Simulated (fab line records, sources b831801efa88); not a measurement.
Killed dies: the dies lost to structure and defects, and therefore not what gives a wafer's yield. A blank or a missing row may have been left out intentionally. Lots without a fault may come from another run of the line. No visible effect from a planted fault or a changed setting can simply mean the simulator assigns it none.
Problem report, 8D (eight disciplines) form, completed by code    flow sky130    the parts of the form that need people (team, actions taken, sign-off) are left out

1. WHAT WENT WRONG
Wafers without a fault read 56.60 W, standard deviation 0.043; heater-power-total-W at SKY_LDD_P_SOFTBAKE_03 reads a mean of 54.07 W on 6 wafers belonging to 2 lots. Measured from the usual mean, that is -59 standard deviations.
The step: time 60 s.
Earliest sighting: wafer L531.2 on litho-track-01 at day 25 00:22. Wafers with a number at this step in the record: 36, from 12 lots. The rule behind "out" and "out of limits": a value lying over 4 standard deviations away from the usual mean. The other wafers with a number count as sound.

2. WHAT IT IS; WHAT IT IS NOT
question                     is                                  is not
which readings at this step  heater-power-total-W, plate-temp-C  exhaust-pa
which lots                   L531, L535                          L519, L521, L522, L523, L525, L530, L536, L537, L538, L541
which wafers of those lots   all that have a number              -
read on which tools          litho-track-01                      litho-track-02, litho-track-03
when                         from day 25 00:22                   up to then (18 sound wafers); but 12 sound wafers of L536, L537, L538, L541 came after

3. WHAT RULES OUT EACH SUSPECT
Counting: any tool at a process step up to the reading is kept as a suspect provided that every lot that is out went through it and no sound lot did after the first of them.
- litho-track-01 at SKY_LDD_P_SOFTBAKE_03 (time 60 s): kept. It ran every lot that is out, first L531 (day 25 00:22), and no sound lot after that. On those wafers its own readings are out: heater-power-total-W, plate-temp-C.
Remaining after the count: litho-track-01 at SKY_LDD_P_SOFTBAKE_03.

4. THE CAUSE (what the simulator had put in)
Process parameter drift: litho-track-01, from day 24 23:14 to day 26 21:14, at SKY_LDD_P_SOFTBAKE_03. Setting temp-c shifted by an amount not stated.
Only this tool survived the counting.

5. THE CHAIN OF EFFECTS, in route order
Each row: a reading where the mean over the struck wafers with a number is more than 3 standard deviations away from the usual. Only readings for which the record gives a usual standard deviation are gone through. hours: the time from each lot's start at the first step in this table that gives one to its start at this step, as a median over the lots. sigmas: the change in usual standard deviations.
hours  step                   reading               usual    on struck wafers  change  sigmas
0      SKY_LDD_P_SOFTBAKE_03  heater-power-total-W  56.60 W  54.07             -2.53   -59
0      SKY_LDD_P_SOFTBAKE_03  plate-temp-C          90.00 C  87.10             -2.90   -22
Process steps it contains:
- SKY_LDD_P_SOFTBAKE_03: time 60 s.
At these later measuring or inspecting steps, every struck wafer for which the step has a row has a number for every such reading, and none has moved that far: SKY_METAL1_RS_MEAS_05, SKY_VIA2_OVL_MEAS_13.

6. HOW IT WOULD HAVE BEEN CAUGHT EARLIER
In this record the first reading out of limits was taken at day 25 00:22, 1 hour after the fault began at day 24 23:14.
